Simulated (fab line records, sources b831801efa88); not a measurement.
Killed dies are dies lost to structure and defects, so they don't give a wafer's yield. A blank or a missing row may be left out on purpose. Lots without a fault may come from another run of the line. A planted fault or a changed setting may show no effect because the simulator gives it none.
Which tool did it? | flow gf180mcu | 12 lots, 35 wafers sampled, at 6 steps of a route of 602

WHAT THE GAUGES READ, wafer by wafer
GF_SALICIDE_THK_MEAS_05: measures by xrf.
lot  | measured     | on            | SALICIDE_TIN_THK (nm)
L616 | day 14 21:43 | film_metro-02 | 20.06 19.86 20.10
L617 | day 15 01:23 | film_metro-02 | 19.82 20.19 20.08
L621 | day 16 16:33 | film_metro-03 | 20.13 20.18 20.24
L622 | day 17 05:32 | film_metro-02 | 20.45 20.52 20.60
L624 | day 17 19:11 | film_metro-03 | 19.96 20.07
L632 | day 21 08:46 | film_metro-04 | 19.72 19.66 19.88
L634 | day 21 19:49 | film_metro-04 | 20.06 19.93 19.81
L635 | day 22 06:31 | film_metro-04 | 20.10 20.01 19.82
L636 | day 22 14:09 | film_metro-03 | 20.36 20.21 20.20
L637 | day 22 21:29 | film_metro-03 | 20.14 20.30 20.33
L638 | day 23 00:50 | film_metro-02 | 19.87 19.83 19.92
L639 | day 23 12:04 | film_metro-03 | 20.21 20.41 19.93

GF_CONTACT_THK_MEAS_01.
lot  | measured     | on            | CONTACT_CVD_00_THK (nm)
L616 | day 14 22:07 | film_metro-04 | 297.1 294.8 297.7
L617 | day 15 01:47 | film_metro-04 | 295.1 296.3 294.3
L621 | day 16 16:57 | film_metro-03 | 296.3 293.8 298.6
L622 | day 17 05:56 | film_metro-03 | 292.2 297.4 295.3
L624 | day 17 19:35 | film_metro-01 | 299.9 298.6
L632 | day 21 09:10 | film_metro-01 | 300.3 298.4 303.3
L634 | day 21 20:15 | film_metro-04 | 302.5 304.0 300.1
L635 | day 22 06:56 | film_metro-04 | 299.3 300.9 299.9
L636 | day 22 14:33 | film_metro-01 | 298.4 297.2 291.3
L637 | day 22 21:53 | film_metro-01 | 302.0 300.2 298.0
L638 | day 23 01:14 | film_metro-04 | 300.7 297.0 297.4
L639 | day 23 12:28 | film_metro-01 | 294.9 295.8 298.6

GF_CONTACT_RS_MEAS_25: measures by four-point-probe.
lot  | measured     | on            | CONTACT_W_RS (ohm/sq)
L616 | day 15 21:07 | film_metro-01 | 0.388 0.390 0.385
L617 | day 16 00:35 | film_metro-03 | 0.385 0.386 0.382
L621 | day 17 16:47 | film_metro-04 | 0.390 0.376 0.380
L622 | day 18 06:37 | film_metro-03 | 0.376 0.389 0.612
L624 | day 18 20:17 | film_metro-04 | 0.642 0.383
L632 | day 22 10:35 | film_metro-01 | 0.379 0.382 0.385
L634 | day 22 21:44 | film_metro-03 | 0.390 0.390 0.391
L635 | day 23 07:52 | film_metro-01 | 0.387 0.379 0.385
L636 | day 23 15:14 | film_metro-03 | 0.390 0.382 0.389
L637 | day 23 22:20 | film_metro-03 | 0.387 0.389 0.390
L638 | day 24 01:34 | film_metro-01 | 0.378 0.377 0.388
L639 | day 24 12:10 | film_metro-04 | 0.378 0.383 0.384

GF_CONTACT_THK_MEAS_26: measures by xrf.
lot  | measured     | on            | CONTACT_W_THK (nm)
L616 | day 15 21:13 | film_metro-01 | 303 299 305
L617 | day 16 00:41 | film_metro-03 | 308 305 309
L621 | day 17 16:54 | film_metro-04 | 294 304 299
L622 | day 18 06:44 | film_metro-03 | 316 306 194
L624 | day 18 20:23 | film_metro-04 | 180 300
L632 | day 22 10:42 | film_metro-01 | 307 305 302
L634 | day 22 21:51 | film_metro-03 | 302 302 302
L635 | day 23 07:58 | film_metro-01 | 302 309 305
L636 | day 23 15:19 | film_metro-03 | 306 309 304
L637 | day 23 22:26 | film_metro-03 | 306 305 303
L638 | day 24 01:41 | film_metro-01 | 311 312 302
L639 | day 24 12:17 | film_metro-04 | 303 301 299

WHICH TOOL RAN EACH LOT (tool, then ch and the chambers of the sampled wafers, then the start)
lot  | GF_CONTACT_CVD_02               | GF_CONTACT_CVD_24
L616 | pecvd-02 ch 0,1,2, day 14 22:11 | cvd_w-01 ch 0,1, day 15 21:00
L617 | pecvd-02 ch 1,2, day 15 01:50   | cvd_w-01 ch 0,1, day 16 00:28
L621 | pecvd-02 ch 1,2, day 16 17:01   | cvd_w-02 ch 0,1, day 17 16:41
L622 | pecvd-01 ch 0,1, day 17 06:00   | cvd_w-02 ch 0,1, day 18 06:31
L624 | pecvd-02 ch 1,2, day 17 19:38   | cvd_w-02 ch 1, day 18 20:10
L632 | pecvd-02 ch 0,1, day 21 09:13   | cvd_w-02 ch 0,1, day 22 10:28
L634 | pecvd-01 ch 0,1, day 21 20:19   | cvd_w-01 ch 0,1, day 22 21:38
L635 | pecvd-01 ch 0,1,2, day 22 06:59 | cvd_w-01 ch 0,1, day 23 07:44
L636 | pecvd-02 ch 0,1,2, day 22 14:37 | cvd_w-02 ch 0,1, day 23 15:06
L637 | pecvd-03 ch 1,2, day 22 21:55   | cvd_w-01 ch 0,1, day 23 22:13
L638 | pecvd-02 ch 0,2, day 23 01:18   | cvd_w-02 ch 0,1, day 24 01:28
L639 | pecvd-02 ch 1,2, day 23 12:31   | cvd_w-01 ch 0, day 24 12:02
- GF_CONTACT_CVD_02: deposits SiO2 from TEOS, target thk 860 nm, time 95.992 s.
- GF_CONTACT_CVD_24: deposits W, target thk 300 nm, time 90.339 s.

WHAT THE TOOLS THEMSELVES READ (means of the sampled wafers that have a number; where no wafer has one, the mark that the record gives instead)
GF_CONTACT_CVD_02.
lot  | tool     | heater_power_w (W)
L616 | pecvd-02 | 654
L617 | pecvd-02 | 644
L621 | pecvd-02 | 647
L622 | pecvd-01 | 651
L624 | pecvd-02 | 683
L632 | pecvd-02 | 618
L634 | pecvd-01 | 703
L635 | pecvd-01 | 666
L636 | pecvd-02 | 635
L637 | pecvd-03 | 680
L638 | pecvd-02 | 587
L639 | pecvd-02 | 674

GF_CONTACT_CVD_24.
lot  | tool     | heater_power_w (W)
L616 | cvd_w-01 | 925
L617 | cvd_w-01 | 869
L621 | cvd_w-02 | 832
L622 | cvd_w-02 | 827
L624 | cvd_w-02 | 910
L632 | cvd_w-02 | 879
L634 | cvd_w-01 | 881
L635 | cvd_w-01 | 821
L636 | cvd_w-02 | 869
L637 | cvd_w-01 | 883
L638 | cvd_w-02 | 860
L639 | cvd_w-01 | 774

THE ANSWER, worked out from the rows above alone
Rule: what is usual is taken from the lots themselves. Put in order of their means at a reading, lots are off if they are a third of the lots or fewer, leave a main group of 4 or more, and stand apart from it by a gap of 3 or more times the standard deviation of the main group's means; of several such gaps the widest counts. A main group whose means are all the same, to the digits that the tables above print for the reading, isn't used. A lot without any number at a reading at which 4 lots or more have one is off too. The other lots that the step has rows for count as sound. The gauges are gone through in route order, then the tools' own readings, and for those a lot's mean is taken as printed above. The first step at which some lot is off is used, and at that step the reading that is off furthest; a lot without a number counts as furthest.
Off: L622, L624, at GF_CONTACT_RS_MEAS_25 (CONTACT_W_RS). The main group: mean 0.385 ohm/sq, standard deviation 0.0032.
A tool fits if, at a process step before that reading, it ran every lot that is off, and no sound lot after the first of them. The gauges at GF_CONTACT_RS_MEAS_25 are tried like those tools. None of those tried fits.

WHAT THE SIMULATOR HAD PUT IN
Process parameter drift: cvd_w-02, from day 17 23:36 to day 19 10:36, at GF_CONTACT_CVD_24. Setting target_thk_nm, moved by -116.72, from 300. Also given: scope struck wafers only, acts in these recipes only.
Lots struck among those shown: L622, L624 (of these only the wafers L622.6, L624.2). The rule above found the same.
